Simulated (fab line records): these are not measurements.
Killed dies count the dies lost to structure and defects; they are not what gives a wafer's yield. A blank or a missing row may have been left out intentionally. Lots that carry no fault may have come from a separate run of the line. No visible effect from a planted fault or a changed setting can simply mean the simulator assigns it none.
fab line records	flow sky130	part 1 of 2: steps 1 to 28 of 38
[record] lots = 5	wafers = 15	last-day = 50
route steps=708 shown METAL3@572 VIA3@573 METAL4@598 CAP2M@603
lots with no fault: from the same line, run without faults
start-h: the number of hours between the record's first day and the start of the first shown wafer of the lot	wait-h: hours since the lot's step before	" unchanged from the row above	L1.1+2: a single row standing in for several wafers	- either no value or no given start	* or withheld: withheld	< > ~ a bound
route shown NAME@n: a module of which the file shows steps, and the number in the route of the first	usual: the fault-free wafers' mean and standard deviation	same: alike in all rows	chamber/n: place in a boat	sites: each site's reading	_std_site: the standard deviation of these	_edge_site: inner sites' mean taken away from outer sites' mean	radius-mm: for every site, how far away it sits from the centre of the wafer	mask NAME#n: copy n	behind: the tool/chamber that last shaped the wafer	hold: the reason the lot was held/the length of the hold in hours/how it ended	device: whichever transistor did not switch (one of n, p or np)	end of line: at the end of the route, the tests of the same wafers	step lacking rows: just its recipe	killed: count of dies lost to structure and defects at first sort (not the wafer's yield)	map: the dies of a wafer, with x for killed, . for not killed, _ for no die there
set.NAME: the setting the step ran with; set.NAME@STEP: the setting that earlier step ran with	model.NAME: the simulator's own value behind a step, which no gauge read
lots seen at some steps along the route; tables by step, rows by wafer
services: when a tool's chamber went out of use (start-h, in hours from the record's first day, below 0 if earlier), for how many hours, and the reason
[[steps]]
[step SKY_METAL3_CLEAN_22]
[recipe] chemistry = O3/DIW	dry = n2-spin
lot.wafer	tool	chamber	start-h	wait-h
L074.1+2+4	wet-bench-03	2	910.14	0.0
L078.1+3+5	wet-bench-03	0	965.40	0.0
L086.2+5+6	wet-bench-01	0	1009.45	0.0
L088.1+2+4	wet-bench-04	2	1024.70	0.0
L092.1+3+6	wet-bench-03	1	1038.06	0.0
[step SKY_VIA3_HDPCVD_00]
[recipe] material = SiO2	target-thk-nm = 1635	sigma-open-frac = 0.3	time-s = 272.5	temp-c = 400	sih4-flow-sccm = 60	pressure-mtorr = 6
lot.wafer	tool	chamber	start-h	wait-h
L074.1+2+4	hdpcvd-01	0,2,0	910.25	0.0
L078.1+3+5	hdpcvd-02	0,2,1	965.49	0.0
L086.2+5+6	hdpcvd-02	0,0,2	1009.54	0.0
L088.1+2+4	hdpcvd-01	0,2,0	1024.79	0.0
L092.1+3+6	hdpcvd-01	0,2,2	1038.15	0.0
[step SKY_VIA3_THK_MEAS_01]
[recipe] reads = SiO2_of_VIA3_HDPCVD_00
[usual] VIA3_HDPCVD_THK = 1627/23
lot.wafer	tool	chamber	start-h	wait-h	VIA3_HDPCVD_THK[nm]
L074.1	film-metro-02	-	910.45	0.1	1634
L074.2	"	-	"	"	1620
L074.4	"	-	"	"	1639
L078.1	film-metro-03	-	965.66	0.1	1631
L078.3	"	-	"	"	1614
L078.5	"	-	"	"	1620
L086.2	film-metro-04	-	1009.77	0.2	1648
L086.5	"	-	"	"	1653
L086.6	"	-	"	"	1658
L088.1	film-metro-03	-	1024.96	0.1	1634
L088.2	"	-	"	"	1614
L088.4	"	-	"	"	1619
L092.1	film-metro-02	-	1038.32	0.1	1646
L092.3	"	-	"	"	1592
L092.6	"	-	"	"	1599
[step SKY_VIA3_CMP_02]
[recipe] material = SiO2	down-force-psi = 4	platen-rpm = 60	pad-velocity-m-s = 0.94248
[usual] motor-current-A = 12.3/1.5
lot.wafer	tool	chamber	start-h	wait-h	motor-current-A
L074.4	cmp-02	0	910.88	0.4	12.2
L074.2	"	2	"	"	13.4
L074.1	"	3	"	"	13.4
L078.3	cmp-01	2	965.82	0.1	13.2
L078.1	"	3	"	"	10.4
L078.5	"	1	"	"	13.2
L086.2	cmp-02	1	1010.26	0.5	12.8
L086.6	"	3	"	"	14.0
L086.5	"	0	"	"	12.3
L088.2	cmp-01	3	1025.02	0.0	10.5
L088.4	"	0	"	"	10.0
L088.1	"	2	"	"	13.6
L092.1	cmp-01	2	1038.43	0.1	13.6
L092.3	"	3	"	"	10.3
L092.6	"	1	"	"	13.3
[step SKY_VIA3_BOW_MEAS_03]
[recipe] mode = bow
[usual] VIA3_BOW = 79/7.8
lot.wafer	tool	chamber	start-h	wait-h	VIA3_BOW[um]
L074.1	film-metro-02	-	911.18	0.1	79
L074.2	"	-	"	"	73
L074.4	"	-	"	"	72
L078.1	film-metro-03	-	966.02	0.1	80
L078.3	"	-	"	"	84
L078.5	"	-	"	"	70
L086.2	film-metro-04	-	1010.48	0.2	84
L086.5	"	-	"	"	91
L086.6	"	-	"	"	72
L088.1	film-metro-02	-	1025.32	0.1	82
L088.2	"	-	"	"	79
L088.4	"	-	"	"	84
L092.1	film-metro-02	-	1038.68	0.2	94
L092.3	"	-	"	"	89
L092.6	"	-	"	"	88
[step SKY_VIA3_DEHYDRATE_04]
[recipe] temp-c = 200	time-s = 60
[usual] heater-power-total-W = 160.38/0.13	plate-temp-C = 200.00/0.15
lot.wafer	tool	chamber	start-h	wait-h	heater-power-total-W	plate-temp-C
L074.1	litho-track-01	0	923.63	12.4	160.25	200.22
L074.2	"	0	"	"	160.54	200.36
L074.4	"	0	"	"	160.21	200.32
L078.1	litho-track-01	0	978.58	12.5	160.15	199.77
L078.3	"	0	"	"	160.27	200.12
L078.5	"	0	"	"	160.24	200.00
L086.2	litho-track-04	0	1021.45	11.0	160.38	200.04
L086.5	"	0	"	"	160.37	200.09
L086.6	"	0	"	"	160.29	200.45
L088.1	litho-track-04	0	1035.92	10.6	160.28	200.18
L088.2	"	0	"	"	160.16	199.97
L088.4	"	0	"	"	160.48	200.18
L092.1	litho-track-03	0	1050.04	11.3	160.29	200.00
L092.3	"	0	"	"	160.18	199.87
L092.6	"	0	"	"	160.57	200.11
[step SKY_VIA3_HMDS_05]
[recipe] prime-time-s = 60	prime-temp-c = 120
lot.wafer	tool	chamber	start-h	wait-h
L074.1+2+4	litho-track-01	0	923.78	0.1
L078.1+3+5	litho-track-01	0	978.73	0.1
L086.2+5+6	litho-track-04	0	1021.60	0.1
L088.1+2+4	litho-track-04	0	1036.07	0.1
L092.1+3+6	litho-track-03	0	1050.19	0.1
[step SKY_VIA3_COAT_06]
[recipe] resist = BARC	temp-c = withheld	time-s = withheld	spin-rpm = 3000	resist-thk-nm = 60
lot.wafer	tool	chamber	start-h	wait-h
L074.1+2+4	litho-track-01	0	923.93	0.1
L078.1+3+5	litho-track-01	0	978.88	0.1
L086.2+5+6	litho-track-04	0	1021.75	0.1
L088.1+2+4	litho-track-04	0	1036.22	0.1
L092.1+3+6	litho-track-03	0	1050.34	0.1
[step SKY_VIA3_COAT_07]
[recipe] resist = KrF-thick	spin-rpm = 3000	resist-thk-nm = 450
lot.wafer	tool	chamber	start-h	wait-h
L074.1+2+4	litho-track-01	0	-	-
L078.1+3+5	litho-track-01	0	-	-
L086.2+5+6	litho-track-04	0	-	-
L088.1+2+4	litho-track-04	0	-	-
L092.1+3+6	litho-track-03	0	-	-
[step SKY_VIA3_SOFTBAKE_08]
[recipe] temp-c = 100	time-s = 90	resist = KrF-thick
[usual] heater-power-total-W = 57.34/0.12	plate-temp-C = 100.02/0.13
lot.wafer	tool	chamber	start-h	wait-h	heater-power-total-W	plate-temp-C
L074.1	litho-track-01	0	-	-	57.21	100.08
L074.2	"	0	"	"	57.44	100.05
L074.4	"	0	"	"	57.29	100.17
L078.1	litho-track-01	0	-	-	57.42	100.13
L078.3	"	0	"	"	57.47	100.29
L078.5	"	0	"	"	57.31	100.10
L086.2	litho-track-04	0	-	-	57.42	99.89
L086.5	"	0	"	"	57.43	100.01
L086.6	"	0	"	"	57.12	99.95
L088.1	litho-track-04	0	-	-	57.21	100.10
L088.2	"	0	"	"	57.17	100.23
L088.4	"	0	"	"	57.43	100.13
L092.1	litho-track-03	0	-	-	57.24	100.04
L092.3	"	0	"	"	57.25	100.07
L092.6	"	0	"	"	57.59	99.91
[step SKY_VIA3_EXPOSE_09]
[recipe] mask-id = VIM3	na = 0.8	source-shape = annular	sigma-inner = 0.55	sigma-outer = 0.85	target-cd-nm = 200	dose-mj = 38
[usual] focus-offset-nm = 0.0/0.49	reticle-temp-C = 23.01/0.11
lot.wafer	tool	chamber	start-h	wait-h	mask	focus-offset-nm	reticle-temp-C
L074.1	krf-scanner-02	0	-	-	VIM3#0	-0.5	22.99
L074.2	"	0	"	"	VIM3#0	-0.6	23.06
L074.4	"	0	"	"	VIM3#0	-0.8	22.96
L078.1	krf-scanner-02	0	-	-	VIM3#0	-1.2	22.96
L078.3	"	0	"	"	VIM3#0	0.1	23.08
L078.5	"	0	"	"	VIM3#0	-0.3	23.24
L086.2	krf-scanner-02	0	-	-	VIM3#0	0.4	23.07
L086.5	"	0	"	"	VIM3#0	0.4	22.88
L086.6	"	0	"	"	VIM3#0	0.4	22.97
L088.1	krf-scanner-01	0	-	-	VIM3#0	-0.4	22.88
L088.2	"	0	"	"	VIM3#0	0.3	22.91
L088.4	"	0	"	"	VIM3#0	0.0	22.99
L092.1	krf-scanner-01	0	-	-	VIM3#0	0.0	23.13
L092.3	"	0	"	"	VIM3#0	0.7	23.14
L092.6	"	0	"	"	VIM3#0	0.4	23.06
[step SKY_VIA3_PEB_10]
[recipe] peb-temp-c = withheld	peb-time-s = withheld	resist = KrF-thick
lot.wafer	tool	chamber	start-h	wait-h
L074.1+2+4	litho-track-03	0	-	-
L078.1+3+5	litho-track-01	0	-	-
L086.2+5+6	litho-track-03	0	-	-
L088.1+2+4	litho-track-03	0	-	-
L092.1+3+6	litho-track-03	0	-	-
[step SKY_VIA3_DEVELOP_11]
[recipe] develop-time-s = 60	resist = KrF-thick	dev-temp-c = 21
lot.wafer	tool	chamber	start-h	wait-h
L074.1+2+4	litho-track-03	0	-	-
L078.1+3+5	litho-track-01	0	-	-
L086.2+5+6	litho-track-03	0	-	-
L088.1+2+4	litho-track-03	0	-	-
L092.1+3+6	litho-track-03	0	-	-
[step SKY_VIA3_CD_MEAS_12]
[recipe] target-cd-nm = 200
[usual] cd-nm = 200.0/1.4
lot.wafer	tool	chamber	start-h	wait-h	cd-nm
L074.1	cd-sem-01	-	936.89	-	201.2
L074.2	"	-	"	"	200.0
L074.4	"	-	"	"	201.2
L078.1	cd-sem-02	-	990.78	-	201.9
L078.3	"	-	"	"	200.8
L078.5	"	-	"	"	202.0
L086.2	cd-sem-02	-	1033.56	-	199.4
L086.5	"	-	"	"	199.8
L086.6	"	-	"	"	199.9
L088.1	cd-sem-01	-	1047.99	-	200.7
L088.2	"	-	"	"	201.1
L088.4	"	-	"	"	199.4
L092.1	cd-sem-01	-	1061.44	-	200.9
L092.3	"	-	"	"	200.9
L092.6	"	-	"	"	200.5
[step SKY_VIA3_OVL_MEAS_13]
[usual] VIA3_OVL = 0/4.1
lot.wafer	tool	chamber	start-h	wait-h	VIA3_OVL[nm]
L074.1	overlay-02	-	937.01	0.1	-4
L074.2	"	-	"	"	-2
L074.4	"	-	"	"	-2
L078.1	overlay-02	-	990.90	0.1	3
L078.3	"	-	"	"	6
L078.5	"	-	"	"	9
L086.2	overlay-01	-	1033.66	0.1	-1
L086.5	"	-	"	"	-1
L086.6	"	-	"	"	1
L088.1	overlay-01	-	1048.11	0.1	-1
L088.2	"	-	"	"	-4
L088.4	"	-	"	"	-5
L092.1	overlay-02	-	1061.56	0.1	-3
L092.3	"	-	"	"	4
L092.6	"	-	"	"	0
[step SKY_VIA3_ETCH_14]
[recipe] chemistry = N2/H2	target = BARC	ion-energy-ev = 200	source-w = 500	bias-w = 100	pressure-mtorr = 30	n2-flow-sccm = 100	h2-flow-sccm = 200	stop-on = SiO2	time-s = 45.9	target-depth-a = 600
[usual] drypump-motor-current-A = 5.7/0.6	oes-product-au = 0.855/0.0053	throttle-valve-pct = 13.225/0.0093
lot.wafer	tool	chamber	start-h	wait-h	drypump-motor-current-A	oes-product-au	rf-hours-counter-h	throttle-valve-pct
L074.1	rie-diel-02	3	937.04	0.0	6.8	0.851	16	13.233
L074.2	"	2	"	"	5.5	0.836	22	13.233
L074.4	"	1	"	"	5.5	0.850	12	13.219
L078.1	rie-diel-04	2	990.93	0.0	5.0	0.867	15	13.225
L078.3	"	3	"	"	5.3	0.861	22	13.235
L078.5	"	3	"	"	5.2	0.860	-	13.216
L086.2	rie-diel-03	2	1033.69	0.0	5.1	0.852	17	13.222
L086.5	"	2	"	"	5.1	0.855	-	13.245
L086.6	"	1	"	"	5.4	0.855	-	13.220
L088.1	rie-diel-04	1	1048.14	0.0	6.3	0.843	8	13.224
L088.2	"	2	"	"	5.0	0.860	17	13.221
L088.4	"	3	"	"	5.2	0.856	24	13.228
L092.1	rie-diel-02	2	1061.59	0.0	5.5	0.855	26	13.222
L092.3	"	3	"	"	6.8	0.859	21	13.237
L092.6	"	2	"	"	5.5	0.852	-	13.229
[step SKY_VIA3_ETCH_15]
[recipe] target = SiO2	chemistry = C4F8/O2/Ar	target-depth-nm = 507	stop-on = TiN	mask-material = KrF-thick	source-w = 1500	bias-w = 1200	pressure-mtorr = 40	c4f8-flow-sccm = withheld	O2_flow_sccm = 6	Ar_flow_sccm = 300	time-s = 78
[usual] oes-product-au = 0.946/0.0046
lot.wafer	tool	chamber	start-h	wait-h	oes-product-au	rf-hours-counter-h
L074.1	rie-diel-02	3	937.08	0.0	0.944	16
L074.2	"	2	"	"	0.948	22
L074.4	"	1	"	"	0.959	12
L078.1	rie-diel-04	2	990.97	0.0	0.948	15
L078.3	"	3	"	"	0.949	22
L078.5	"	3	"	"	0.943	-
L086.2	rie-diel-03	2	1033.74	0.0	0.942	17
L086.5	"	2	"	"	0.942	-
L086.6	"	1	"	"	0.939	-
L088.1	rie-diel-04	1	1048.19	0.0	0.941	8
L088.2	"	2	"	"	0.944	17
L088.4	"	3	"	"	0.947	24
L092.1	rie-diel-02	2	1061.64	0.0	0.948	26
L092.3	"	3	"	"	0.954	21
L092.6	"	2	"	"	0.947	-
[step SKY_VIA3_STRIP_16]
[recipe] chemistry = O2/N2	power-w = 1400	pressure-mtorr = 1500	platen-temp-c = withheld	o2-flow-sccm = 3000	n2-flow-sccm = 300	overash-fraction = 0.5
[usual] drypump-motor-current-A = 5.85/0.26	o2-flow-sccm = 3000/9	oes-product-au = 0.402/0.0051	strip-time-to-endpoint-s = 4.123/0.026
lot.wafer	tool	chamber	start-h	wait-h	drypump-motor-current-A	o2-flow-sccm	oes-product-au	rf-hours-counter-h	strip-time-to-endpoint-s
L074.1	plasma-asher-03	1	937.14	0.0	5.84	3013	0.395	48	4.074
L074.2	"	0	"	"	5.44	2981	0.404	48	4.064
L074.4	"	1	"	"	5.85	3012	0.388	-	4.067
L078.1	plasma-asher-03	0	991.03	0.0	5.39	2999	0.408	54	4.141
L078.3	"	1	"	"	5.81	3000	0.403	-	4.130
L078.5	"	1	"	"	5.87	2997	0.398	-	4.117
L086.2	plasma-asher-02	0	1033.80	0.0	5.88	2991	0.398	26	4.112
L086.5	"	1	"	"	5.73	2993	0.405	-	4.106
L086.6	"	0	"	"	5.89	2999	0.394	-	4.116
L088.1	plasma-asher-02	0	1048.25	0.0	5.90	2987	0.406	27	4.120
L088.2	"	1	"	"	5.75	2996	0.397	27	4.097
L088.4	"	0	"	"	5.89	2989	0.400	-	4.134
L092.1	plasma-asher-02	1	1061.70	0.0	5.73	3010	0.404	30	4.141
L092.3	"	1	"	"	5.75	3005	0.395	-	4.122
L092.6	"	0	"	"	5.90	3004	0.395	-	4.163
[step SKY_VIA3_STRIP_17]
[recipe] chemistry = post-etch-residue-remover	time-s = 1200	temp-c = 72.5
lot.wafer	tool	chamber	start-h	wait-h
L074.1+2+4	wet-bench-01	2	937.24	0.1
L078.1+3+5	wet-bench-02	0	991.13	0.1
L086.2+5+6	wet-bench-02	1	1033.90	0.1
L088.1+2+4	wet-bench-03	0	1048.35	0.1
L092.1+3+6	wet-bench-02	3	1061.80	0.1
[step SKY_VIA3_CLEAN_18]
[recipe] chemistry = IPA	time-s = 180	temp-c = 25
lot.wafer	tool	chamber	start-h	wait-h
L074.1+2+4	wet-bench-03	2	937.59	0.0
L078.1+3+5	wet-bench-02	2	991.48	0.0
L086.2+5+6	wet-bench-01	1	1034.24	0.0
L088.1+2+4	wet-bench-02	3	1048.72	0.0
L092.1+3+6	wet-bench-03	3	1062.14	0.0
[step SKY_VIA3_CLEAN_19]
[recipe] chemistry = O3/DIW	dry = n2-spin
lot.wafer	tool	chamber	start-h	wait-h
L074.1+2+4	wet-bench-02	3	937.65	0.0
L078.1+3+5	wet-bench-02	3	991.53	0.0
L086.2+5+6	wet-bench-03	1	1034.30	0.0
L088.1+2+4	wet-bench-01	0	1048.78	0.0
L092.1+3+6	wet-bench-01	1	1062.20	0.0
[step SKY_VIA3_SPUTTER_20]
[recipe] material = TiN	target-thk-nm = 20	chamber-pressure-pa = 5	power-w = 4000	time-s = 80
[usual] throttle-valve-pct = 30.4/1.4
lot.wafer	tool	chamber	start-h	wait-h	throttle-valve-pct
L074.1	pvd-sputter-02	-	937.74	0.0	31.1
L074.2	"	-	"	"	30.0
L074.4	"	-	"	"	32.1
L078.1	pvd-sputter-03	-	991.63	0.0	30.2
L078.3	"	-	"	"	28.1
L078.5	"	-	"	"	31.1
L086.2	pvd-sputter-04	-	1034.39	0.0	31.1
L086.5	"	-	"	"	28.9
L086.6	"	-	"	"	33.0
L088.1	pvd-sputter-03	-	1048.87	0.0	31.1
L088.2	"	-	"	"	30.0
L088.4	"	-	"	"	29.7
L092.1	pvd-sputter-04	-	1062.29	0.0	33.1
L092.3	"	-	"	"	29.2
L092.6	"	-	"	"	28.8
[step SKY_VIA3_CVD_21]
[recipe] material = W	target-thk-nm = 390	time-s = 117.31	temp-c = 400	pressure-torr = 40
[usual] heater-power-outer-w = 506/17	heater-power-w = 794/48
lot.wafer	tool	chamber	start-h	wait-h	heater-power-outer-w	heater-power-w
L074.1	cvd-w-02	0	937.80	0.0	483	808
L074.2	"	1	"	"	494	741
L074.4	"	1	"	"	485	743
L078.1	cvd-w-02	1	991.69	0.0	491	732
L078.3	"	0	"	"	518	837
L078.5	"	0	"	"	513	827
L086.2	cvd-w-01	0	1034.45	0.0	474	786
L086.5	"	0	"	"	489	788
L086.6	"	1	"	"	523	856
L088.1	cvd-w-02	1	1048.93	0.0	480	745
L088.2	"	0	"	"	517	820
L088.4	"	1	"	"	497	738
L092.1	cvd-w-02	0	1062.36	0.0	510	817
L092.3	"	1	"	"	485	732
L092.6	"	0	"	"	524	811
[step SKY_VIA3_RS_MEAS_22]
[recipe] thk-meas-gauge = four-point-probe	reads = W_of_VIA3_CVD_21+TiN_of_VIA3_SPUTTER_20
[usual] VIA3_W_RS = 0.2945/0.0027
lot.wafer	tool	chamber	start-h	wait-h	VIA3_W_RS[ohm/sq]
L074.1	film-metro-03	-	937.92	0.1	0.2924
L074.2	"	-	"	"	0.2901
L074.4	"	-	"	"	0.2939
L078.1	film-metro-02	-	991.81	0.1	0.2936
L078.3	"	-	"	"	0.2961
L078.5	"	-	"	"	0.2962
L086.2	film-metro-03	-	1034.59	0.1	0.2942
L086.5	"	-	"	"	0.2959
L086.6	"	-	"	"	0.2959
L088.1	film-metro-03	-	1049.06	0.1	0.2931
L088.2	"	-	"	"	0.2933
L088.4	"	-	"	"	0.2915
L092.1	film-metro-03	-	1062.48	0.1	0.2941
L092.3	"	-	"	"	0.2939
L092.6	"	-	"	"	0.2954
[step SKY_VIA3_THK_MEAS_23]
[recipe] thk-meas-gauge = xrf	reads = W_of_VIA3_CVD_21
[usual] VIA3_W_THK = 403/8.1
lot.wafer	tool	chamber	start-h	wait-h	VIA3_W_THK[nm]
L074.1	film-metro-03	-	938.04	0.1	410
L074.2	"	-	"	"	414
L074.4	"	-	"	"	410
L078.1	film-metro-02	-	991.93	0.1	392
L078.3	"	-	"	"	390
L078.5	"	-	"	"	389
L086.2	film-metro-03	-	1034.70	0.1	410
L086.5	"	-	"	"	408
L086.6	"	-	"	"	410
L088.1	film-metro-03	-	1049.18	0.1	413
L088.2	"	-	"	"	414
L088.4	"	-	"	"	412
L092.1	film-metro-03	-	1062.60	0.1	410
L092.3	"	-	"	"	408
L092.6	"	-	"	"	406
[step SKY_VIA3_CMP_24]
[recipe] stop-on = SiO2	t-overpolish-s = 20	down-force-psi = 3.5	platen-rpm = 60	target-thk-nm = 0	pad-velocity-m-s = 0.94248
[usual] motor-current-A = 11.3/1.4	overpolish-run-s = 20.000/0.0087	time-to-endpoint-s = 95/4
lot.wafer	tool	chamber	start-h	wait-h	motor-current-A	overpolish-run-s	time-to-endpoint-s
L074.2	cmp-01	0	938.15	0.1	9.6	19.996	92
L074.4	"	1	"	"	11.8	19.987	95
L074.1	"	2	"	"	13.2	19.998	94
L078.1	cmp-01	3	992.09	0.1	9.4	19.993	104
L078.3	"	0	"	"	9.6	20.008	94
L078.5	"	1	"	"	12.2	20.006	95
L086.2	cmp-02	0	1034.75	0.0	11.5	19.997	94
L086.6	"	0	"	"	10.9	20.016	92
L086.5	"	1	"	"	12.4	20.021	101
L088.1	cmp-01	2	1049.49	0.3	12.0	19.989	95
L088.2	"	0	"	"	8.8	19.998	93
L088.4	"	1	"	"	12.2	19.981	93
L092.3	cmp-01	2	1062.73	0.1	12.1	20.005	93
L092.1	"	0	"	"	9.5	20.006	92
L092.6	"	2	"	"	12.5	19.996	92
[step SKY_METAL4_SPUTTER_00]
[recipe] material = Ti	target-thk-nm = 15	power-w = 3000	time-s = 10	chamber-pressure-pa = 0.4
[usual] throttle-valve-pct = 30.1/1.2
lot.wafer	tool	chamber	start-h	wait-h	throttle-valve-pct
L074.1	pvd-sputter-02	-	938.40	0.1	32.0
L074.2	"	-	"	"	28.9
L074.4	"	-	"	"	30.1
L078.1	pvd-sputter-01	-	992.29	0.1	29.9
L078.3	"	-	"	"	30.7
L078.5	"	-	"	"	29.7
L086.2	pvd-sputter-01	-	1035.05	0.2	31.0
L086.5	"	-	"	"	28.4
L086.6	"	-	"	"	30.2
L088.1	pvd-sputter-02	-	1049.79	0.2	28.9
L088.2	"	-	"	"	31.2
L088.4	"	-	"	"	30.5
L092.1	pvd-sputter-01	-	1062.98	0.1	30.6
L092.3	"	-	"	"	29.8
L092.6	"	-	"	"	30.0
[step SKY_METAL4_SPUTTER_01]
[recipe] material = TiN	target-thk-nm = 20	power-w = 6500	time-s = 16.7	chamber-pressure-pa = 0.4
[usual] throttle-valve-pct = 30.1/1.2
lot.wafer	tool	chamber	start-h	wait-h	throttle-valve-pct
L074.1	pvd-sputter-02	-	938.43	0.0	32.0
L074.2	"	-	"	"	28.6
L074.4	"	-	"	"	30.3
L078.1	pvd-sputter-01	-	992.31	0.0	30.0
L078.3	"	-	"	"	30.8
L078.5	"	-	"	"	29.9
L086.2	pvd-sputter-01	-	1035.07	0.0	30.6
L086.5	"	-	"	"	28.4
L086.6	"	-	"	"	29.9
L088.1	pvd-sputter-02	-	1049.82	0.0	28.7
L088.2	"	-	"	"	31.0
L088.4	"	-	"	"	29.8
L092.1	pvd-sputter-01	-	1063.00	0.0	30.7
L092.3	"	-	"	"	30.0
L092.6	"	-	"	"	29.4
